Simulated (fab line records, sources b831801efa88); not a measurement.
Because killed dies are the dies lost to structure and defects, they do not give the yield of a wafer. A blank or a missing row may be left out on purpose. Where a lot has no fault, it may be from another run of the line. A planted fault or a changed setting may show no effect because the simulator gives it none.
Split-lot trial / flow gf180mcu / 5 lots, 23 wafers read, on a route of 602 steps

## THE SPLIT
At GF_VT_IMPLANT_COAT_13 (resist thk 1000 nm), the setting spinRpm was moved away from the recipe's 3000 rpm on 10 of the 23 wafers read, by -7.5% to -2.6%. This setting was run at the recipe's value on the other wafers.

The reading is taken at the split's own step.

## THE READING
NOVOLAK_of_VT_IMPLANT_COAT_13.thkNm (the simulator's own value, which no gauge read), in nm, at GF_VT_IMPLANT_COAT_13 (resist thk 1000 nm). There is no usual value for it anywhere in the file. Across the 13 wafers here that went through the recipe, the average is 1004.4 nm and the standard deviation 3.4 nm.

wafer=L076.1; tool, chamber at the split=lithoTrack-02, 0; spinRpm as run, rpm=2872; against the recipe=-4.3%; NOVOLAK_of_VT_IMPLANT_COAT_13.thkNm, nm=1023; against lot-mates on the recipe=+23.6
wafer=L076.4; tool, chamber at the split=lithoTrack-02, 0; spinRpm as run, rpm=2872; against the recipe=-4.3%; NOVOLAK_of_VT_IMPLANT_COAT_13.thkNm, nm=1023; against lot-mates on the recipe=+23.6
wafer=L076.3; tool, chamber at the split=lithoTrack-02, 0; spinRpm as run, rpm=2872; against the recipe=-4.3%; NOVOLAK_of_VT_IMPLANT_COAT_13.thkNm, nm=1022; against lot-mates on the recipe=+22.6
wafer=L076.5; tool, chamber at the split=lithoTrack-02, 0; spinRpm as run, rpm=3000; against the recipe=recipe; NOVOLAK_of_VT_IMPLANT_COAT_13.thkNm, nm=1000; against lot-mates on the recipe=-
wafer=L076.6; tool, chamber at the split=lithoTrack-02, 0; spinRpm as run, rpm=3000; against the recipe=recipe; NOVOLAK_of_VT_IMPLANT_COAT_13.thkNm, nm=998.7; against lot-mates on the recipe=-
wafer=L077.1; tool, chamber at the split=lithoTrack-01, 0; spinRpm as run, rpm=3000; against the recipe=recipe; NOVOLAK_of_VT_IMPLANT_COAT_13.thkNm, nm=1007; against lot-mates on the recipe=-
wafer=L077.3; tool, chamber at the split=lithoTrack-01, 0; spinRpm as run, rpm=3000; against the recipe=recipe; NOVOLAK_of_VT_IMPLANT_COAT_13.thkNm, nm=1006; against lot-mates on the recipe=-
wafer=L077.4; tool, chamber at the split=lithoTrack-01, 0; spinRpm as run, rpm=2776; against the recipe=-7.5%; NOVOLAK_of_VT_IMPLANT_COAT_13.thkNm, nm=1047; against lot-mates on the recipe=+40.5
wafer=L077.5; tool, chamber at the split=lithoTrack-01, 0; spinRpm as run, rpm=2776; against the recipe=-7.5%; NOVOLAK_of_VT_IMPLANT_COAT_13.thkNm, nm=1044; against lot-mates on the recipe=+37.5
wafer=L077.6; tool, chamber at the split=lithoTrack-01, 0; spinRpm as run, rpm=2776; against the recipe=-7.5%; NOVOLAK_of_VT_IMPLANT_COAT_13.thkNm, nm=1048; against lot-mates on the recipe=+41.5
wafer=L079.1; tool, chamber at the split=lithoTrack-01, 0; spinRpm as run, rpm=3000; against the recipe=recipe; NOVOLAK_of_VT_IMPLANT_COAT_13.thkNm, nm=1006; against lot-mates on the recipe=-
wafer=L079.2; tool, chamber at the split=lithoTrack-01, 0; spinRpm as run, rpm=2923; against the recipe=-2.6%; NOVOLAK_of_VT_IMPLANT_COAT_13.thkNm, nm=1018; against lot-mates on the recipe=+11.3
wafer=L079.4; tool, chamber at the split=lithoTrack-01, 0; spinRpm as run, rpm=2923; against the recipe=-2.6%; NOVOLAK_of_VT_IMPLANT_COAT_13.thkNm, nm=1018; against lot-mates on the recipe=+11.3
wafer=L079.3; tool, chamber at the split=lithoTrack-01, 0; spinRpm as run, rpm=3000; against the recipe=recipe; NOVOLAK_of_VT_IMPLANT_COAT_13.thkNm, nm=1009; against lot-mates on the recipe=-
wafer=L079.5; tool, chamber at the split=lithoTrack-01, 0; spinRpm as run, rpm=3000; against the recipe=recipe; NOVOLAK_of_VT_IMPLANT_COAT_13.thkNm, nm=1005; against lot-mates on the recipe=-
wafer=L080.1; tool, chamber at the split=lithoTrack-01, 0; spinRpm as run, rpm=2814; against the recipe=-6.2%; NOVOLAK_of_VT_IMPLANT_COAT_13.thkNm, nm=1035; against lot-mates on the recipe=+33.6
wafer=L080.2; tool, chamber at the split=lithoTrack-01, 0; spinRpm as run, rpm=3000; against the recipe=recipe; NOVOLAK_of_VT_IMPLANT_COAT_13.thkNm, nm=999.1; against lot-mates on the recipe=-
wafer=L080.4; tool, chamber at the split=lithoTrack-01, 0; spinRpm as run, rpm=2814; against the recipe=-6.2%; NOVOLAK_of_VT_IMPLANT_COAT_13.thkNm, nm=1034; against lot-mates on the recipe=+32.6
wafer=L080.5; tool, chamber at the split=lithoTrack-01, 0; spinRpm as run, rpm=3000; against the recipe=recipe; NOVOLAK_of_VT_IMPLANT_COAT_13.thkNm, nm=1003; against lot-mates on the recipe=-
wafer=L080.6; tool, chamber at the split=lithoTrack-01, 0; spinRpm as run, rpm=3000; against the recipe=recipe; NOVOLAK_of_VT_IMPLANT_COAT_13.thkNm, nm=1002; against lot-mates on the recipe=-
wafer=L082.2; tool, chamber at the split=lithoTrack-01, 0; spinRpm as run, rpm=3000; against the recipe=recipe; NOVOLAK_of_VT_IMPLANT_COAT_13.thkNm, nm=1009; against lot-mates on the recipe=-
wafer=L082.5; tool, chamber at the split=lithoTrack-01, 0; spinRpm as run, rpm=3000; against the recipe=recipe; NOVOLAK_of_VT_IMPLANT_COAT_13.thkNm, nm=1007; against lot-mates on the recipe=-
wafer=L082.6; tool, chamber at the split=lithoTrack-01, 0; spinRpm as run, rpm=3000; against the recipe=recipe; NOVOLAK_of_VT_IMPLANT_COAT_13.thkNm, nm=1006; against lot-mates on the recipe=-

FIT RESULTS
A straight line over all 23 wafers: NOVOLAK_of_VT_IMPLANT_COAT_13.thkNm changes by -5.24 nm for each +1% of spinRpm; r = -0.98; the points scatter about the line by 3.4 nm.
The same after taking each lot's own level away (the mean of its wafers on the recipe; 23 wafers): -5.35 nm for each +1%; r = -1.00; scatter 1.5 nm.
The reading moves by 40 nm for the largest change in spinRpm, on that fit.
Across the lots, their own levels run from 999.35 to 1007.33 nm, a range of 2.3 times the standard deviation given above.
Hence the lot-to-lot level has little effect on the slope; both slopes agree.
Check: with one of the wafers moved furthest among these (-7.5%) left out of the fit, the line predicts +39.6 nm for it against its lot-mates. It came out at +40.5 nm against them.

## FURTHER SPLITS ON THESE WAFERS
Note: prior to the reading, these wafers also went through further splits. Each is held against what the fit with the lots' levels taken away leaves over:
other split on the same wafers=GF_STI_COAT_07 resistThkNm; wafers away from the commonest value=11; r with NOVOLAK_of_VT_IMPLANT_COAT_13.thkNm (lot level and that fit taken away)=+0.25
other split on the same wafers=GF_STI_ETCH_14 timeS; wafers away from the commonest value=7; r with NOVOLAK_of_VT_IMPLANT_COAT_13.thkNm (lot level and that fit taken away)=-0.05
other split on the same wafers=GF_STI_CVD_23 sih4FlowSccm; wafers away from the commonest value=10; r with NOVOLAK_of_VT_IMPLANT_COAT_13.thkNm (lot level and that fit taken away)=-0.28
other split on the same wafers=GF_DNWELL_SOFTBAKE_03 tempC; wafers away from the commonest value=7; r with NOVOLAK_of_VT_IMPLANT_COAT_13.thkNm (lot level and that fit taken away)=+0.01
other split on the same wafers=GF_NWELL_SOFTBAKE_03 tempC; wafers away from the commonest value=9; r with NOVOLAK_of_VT_IMPLANT_COAT_13.thkNm (lot level and that fit taken away)=-0.05
other split on the same wafers=GF_NWELL_IMPLANT_09 doseCm2; wafers away from the commonest value=8; r with NOVOLAK_of_VT_IMPLANT_COAT_13.thkNm (lot level and that fit taken away)=+0.00
other split on the same wafers=GF_MVPSD_IMPLANT_09 doseCm2; wafers away from the commonest value=10; r with NOVOLAK_of_VT_IMPLANT_COAT_13.thkNm (lot level and that fit taken away)=-0.11
other split on the same wafers=GF_VT_IMPLANT_EXPOSE_04 doseMj; wafers away from the commonest value=6; r with NOVOLAK_of_VT_IMPLANT_COAT_13.thkNm (lot level and that fit taken away)=-0.02

## THE WHOLE CHAIN: every reading that the file lists as answering this split, in the file's order
step=GF_VT_IMPLANT_COAT_13; what it does=resist thk 1000 nm; reading=NOVOLAK_of_VT_IMPLANT_COAT_13.thkNm (the simulator's own value, which no gauge read); change (the file's fit)=-5.26 nm for each +1% of the setting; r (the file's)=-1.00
step=GF_VT_IMPLANT_STRIP_20; what it does=strips in O2/N2; reading=stripTimeToEndpointS; change (the file's fit)=withheld for each +1% of the setting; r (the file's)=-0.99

## FILE'S OWN FIT
NOVOLAK_of_VT_IMPLANT_COAT_13.thkNm changes by -5.26 nm for each +1% of spinRpm, r = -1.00.
